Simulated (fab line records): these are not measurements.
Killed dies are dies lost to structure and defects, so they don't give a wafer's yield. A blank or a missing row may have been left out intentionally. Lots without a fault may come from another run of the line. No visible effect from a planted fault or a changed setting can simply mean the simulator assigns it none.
Matching of chambers || flow sfq_line || SFQ_TRILAYER_I3_VIA_BARC_OPEN_VIA_ETCH_121 on rie_diel-04: 4 sister chambers
The step etches BARC in O2, target depth 125 nm, time 41.7 s. 8 wafers are shown with their chamber, then 6 later ones without.

WAFERS PAIRED WITH THEIR CHAMBERS
{"wafer": "L811.6", "chamber": 3, "bias_w (W)": 79.59, "oes_product_au (a.u.)": 0.675}
{"wafer": "L813.1", "chamber": 2, "bias_w (W)": 79.99, "oes_product_au (a.u.)": 0.689}
{"wafer": "L813.2", "chamber": 1, "bias_w (W)": 80.25, "oes_product_au (a.u.)": 0.689}
{"wafer": "L814.1", "chamber": 0, "bias_w (W)": 80.55, "oes_product_au (a.u.)": 0.683}
{"wafer": "L814.3", "chamber": 1, "bias_w (W)": 79.98, "oes_product_au (a.u.)": 0.678}
{"wafer": "L814.4", "chamber": 0, "bias_w (W)": 80.39, "oes_product_au (a.u.)": 0.679}
{"wafer": "L817.2", "chamber": 2, "bias_w (W)": 79.83, "oes_product_au (a.u.)": 0.692}
{"wafer": "L817.6", "chamber": 3, "bias_w (W)": 80.09, "oes_product_au (a.u.)": 0.690}

WAFERS WITH NO CHAMBER GIVEN
{"wafer": "L829.2", "bias_w (W)": 79.91, "oes_product_au (a.u.)": 0.683}
{"wafer": "L829.3", "bias_w (W)": 80.11, "oes_product_au (a.u.)": 0.689}
{"wafer": "L829.5", "bias_w (W)": 80.09, "oes_product_au (a.u.)": 0.678}
{"wafer": "L833.1", "bias_w (W)": 80.06, "oes_product_au (a.u.)": 0.684}
{"wafer": "L833.2", "bias_w (W)": 79.95, "oes_product_au (a.u.)": 0.679}
{"wafer": "L833.6", "bias_w (W)": 80.15, "oes_product_au (a.u.)": 0.674}

EACH ONE'S CHAMBER
{"wafer": "L829.2", "from the rows above": "can't be placed: 3 or 1 or 2", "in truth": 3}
{"wafer": "L829.3", "from the rows above": "can't be placed: 1 or 2 or 3 or 0", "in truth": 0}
{"wafer": "L829.5", "from the rows above": "can't be placed: 1 or 3 or 0 or 2", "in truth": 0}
{"wafer": "L833.1", "from the rows above": "can't be placed: 1 or 3 or 2 or 0", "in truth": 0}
{"wafer": "L833.2", "from the rows above": "can't be placed: 3 or 1 or 2 or 0", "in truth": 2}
{"wafer": "L833.6", "from the rows above": "can't be placed: 1 or 0 or 3 or 2", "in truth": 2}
Correctly placed: 0 of 6. Can't be placed from these rows: 6 (the true chamber is among the candidates in 6). Placed wrongly: 0.
How it was worked out, from the rows above alone: a wafer's distance from a chamber is the root of the sum, over the readings, of the square of ((its reading less the chamber's mean) divided by the reading's scatter). If the next closest chamber is less than 2 further off than the closest, the wafer can't be placed; otherwise it belongs to the closest. The mean given for a chamber averages the wafers shown for that chamber. The scatter: take each reading less its chamber's mean, square it, sum over the shown wafers, divide by the number of wafers less the number of chambers, and take the root.
